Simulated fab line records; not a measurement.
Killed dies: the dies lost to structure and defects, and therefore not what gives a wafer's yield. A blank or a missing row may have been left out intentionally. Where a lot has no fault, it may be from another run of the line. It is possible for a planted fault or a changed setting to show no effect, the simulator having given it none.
Split-lot experiment || flow sky130 || route with 708 steps; 5 lots, 23 wafers read

ON THE SPLIT
At SKY_FIELD_ISO_OXIDATION_01 (stabilise 600 s, purge 300 s, target thk 12 nm), the setting tempC was moved away from the recipe's 900 C on 20 of the 23 wafers read, by -1.7% to +2.9%. The other wafers ran this setting at the recipe's value.

Split to reading: the file shows no intervening step.

THE READING
Values of FIELD_ISO_OXIDATION_00_THK in nm from SKY_FIELD_ISO_THK_MEAS_02. On this fab line, fault-free wafers typically give 12.12 nm with a standard deviation of 0.24 nm.

{"wafer": "L074.1", "tool, chamber at the split": "-, -", "tempC as run, C": 884.3, "against the recipe": "-1.7%", "FIELD_ISO_OXIDATION_00_THK, nm": 10.25, "against lot-mates on the recipe": "no lot-mate on the recipe"}
{"wafer": "L074.2", "tool, chamber at the split": "-, -", "tempC as run, C": 884.3, "against the recipe": "-1.7%", "FIELD_ISO_OXIDATION_00_THK, nm": 10.20, "against lot-mates on the recipe": "no lot-mate on the recipe"}
{"wafer": "L074.4", "tool, chamber at the split": "-, -", "tempC as run, C": 884.3, "against the recipe": "-1.7%", "FIELD_ISO_OXIDATION_00_THK, nm": 10.15, "against lot-mates on the recipe": "no lot-mate on the recipe"}
{"wafer": "L074.5", "tool, chamber at the split": "-, -", "tempC as run, C": 884.3, "against the recipe": "-1.7%", "FIELD_ISO_OXIDATION_00_THK, nm": 10.34, "against lot-mates on the recipe": "no lot-mate on the recipe"}
{"wafer": "L074.6", "tool, chamber at the split": "-, -", "tempC as run, C": 884.3, "against the recipe": "-1.7%", "FIELD_ISO_OXIDATION_00_THK, nm": 10.11, "against lot-mates on the recipe": "no lot-mate on the recipe"}
{"wafer": "L076.1", "tool, chamber at the split": "-, -", "tempC as run, C": 925.8, "against the recipe": "+2.9%", "FIELD_ISO_OXIDATION_00_THK, nm": 15.47, "against lot-mates on the recipe": "no lot-mate on the recipe"}
{"wafer": "L076.2", "tool, chamber at the split": "-, -", "tempC as run, C": 925.8, "against the recipe": "+2.9%", "FIELD_ISO_OXIDATION_00_THK, nm": 15.43, "against lot-mates on the recipe": "no lot-mate on the recipe"}
{"wafer": "L076.3", "tool, chamber at the split": "-, -", "tempC as run, C": 925.8, "against the recipe": "+2.9%", "FIELD_ISO_OXIDATION_00_THK, nm": 15.31, "against lot-mates on the recipe": "no lot-mate on the recipe"}
{"wafer": "L076.4", "tool, chamber at the split": "-, -", "tempC as run, C": 925.8, "against the recipe": "+2.9%", "FIELD_ISO_OXIDATION_00_THK, nm": 15.32, "against lot-mates on the recipe": "no lot-mate on the recipe"}
{"wafer": "L076.5", "tool, chamber at the split": "-, -", "tempC as run, C": 925.8, "against the recipe": "+2.9%", "FIELD_ISO_OXIDATION_00_THK, nm": 15.49, "against lot-mates on the recipe": "no lot-mate on the recipe"}
{"wafer": "L080.1", "tool, chamber at the split": "furnace-02, 0", "tempC as run, C": 900, "against the recipe": "recipe", "FIELD_ISO_OXIDATION_00_THK, nm": 11.77, "against lot-mates on the recipe": "-"}
{"wafer": "L080.2", "tool, chamber at the split": "furnace-02, 0", "tempC as run, C": 900, "against the recipe": "recipe", "FIELD_ISO_OXIDATION_00_THK, nm": 11.87, "against lot-mates on the recipe": "-"}
{"wafer": "L080.3", "tool, chamber at the split": "furnace-02, 0", "tempC as run, C": 900, "against the recipe": "recipe", "FIELD_ISO_OXIDATION_00_THK, nm": 12.00, "against lot-mates on the recipe": "-"}
{"wafer": "L083.1", "tool, chamber at the split": "-, -", "tempC as run, C": 924.8, "against the recipe": "+2.8%", "FIELD_ISO_OXIDATION_00_THK, nm": 15.98, "against lot-mates on the recipe": "no lot-mate on the recipe"}
{"wafer": "L083.2", "tool, chamber at the split": "-, -", "tempC as run, C": 924.8, "against the recipe": "+2.8%", "FIELD_ISO_OXIDATION_00_THK, nm": 15.79, "against lot-mates on the recipe": "no lot-mate on the recipe"}
{"wafer": "L083.3", "tool, chamber at the split": "-, -", "tempC as run, C": 924.8, "against the recipe": "+2.8%", "FIELD_ISO_OXIDATION_00_THK, nm": 15.87, "against lot-mates on the recipe": "no lot-mate on the recipe"}
{"wafer": "L083.4", "tool, chamber at the split": "-, -", "tempC as run, C": 924.8, "against the recipe": "+2.8%", "FIELD_ISO_OXIDATION_00_THK, nm": 16.05, "against lot-mates on the recipe": "no lot-mate on the recipe"}
{"wafer": "L083.6", "tool, chamber at the split": "-, -", "tempC as run, C": 924.8, "against the recipe": "+2.8%", "FIELD_ISO_OXIDATION_00_THK, nm": 15.88, "against lot-mates on the recipe": "no lot-mate on the recipe"}
{"wafer": "L085.1", "tool, chamber at the split": "-, -", "tempC as run, C": 918.3, "against the recipe": "+2.0%", "FIELD_ISO_OXIDATION_00_THK, nm": 14.80, "against lot-mates on the recipe": "no lot-mate on the recipe"}
{"wafer": "L085.2", "tool, chamber at the split": "-, -", "tempC as run, C": 918.3, "against the recipe": "+2.0%", "FIELD_ISO_OXIDATION_00_THK, nm": 14.88, "against lot-mates on the recipe": "no lot-mate on the recipe"}
{"wafer": "L085.3", "tool, chamber at the split": "-, -", "tempC as run, C": 918.3, "against the recipe": "+2.0%", "FIELD_ISO_OXIDATION_00_THK, nm": 14.75, "against lot-mates on the recipe": "no lot-mate on the recipe"}
{"wafer": "L085.4", "tool, chamber at the split": "-, -", "tempC as run, C": 918.3, "against the recipe": "+2.0%", "FIELD_ISO_OXIDATION_00_THK, nm": 14.93, "against lot-mates on the recipe": "no lot-mate on the recipe"}
{"wafer": "L085.5", "tool, chamber at the split": "-, -", "tempC as run, C": 918.3, "against the recipe": "+2.0%", "FIELD_ISO_OXIDATION_00_THK, nm": 14.92, "against lot-mates on the recipe": "no lot-mate on the recipe"}

FIT RESULTS
A straight line over all 23 wafers: FIELD_ISO_OXIDATION_00_THK changes by +1.22 nm for each +1% of tempC; r = +0.99; the points scatter about the line by 0.29 nm.
Too few moved wafers have a lot-mate on the recipe to fit a line with each lot's own level taken away.

THE WHOLE CHAIN: every reading that the file lists as answering this split, in the file's order
{"step": "SKY_FIELD_ISO_OXIDATION_01", "what it does": "stabilise 600 s, purge 300 s, target thk 12 nm", "reading": "SiO2_of_FIELD_ISO_OXIDATION_01.thkNm (the simulator's own value, which no gauge read)", "change (the file's fit)": "+1.22 nm for each +1% of the setting", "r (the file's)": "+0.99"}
{"step": "SKY_FIELD_ISO_THK_MEAS_02", "what it does": "", "reading": "FIELD_ISO_OXIDATION_00_THK", "change (the file's fit)": "+1.22 for each +1% of the setting", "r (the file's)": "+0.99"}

THE FILE'S OWN FIT
FIELD_ISO_OXIDATION_00_THK changes by +1.22 nm for each +1% of tempC, r = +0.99.
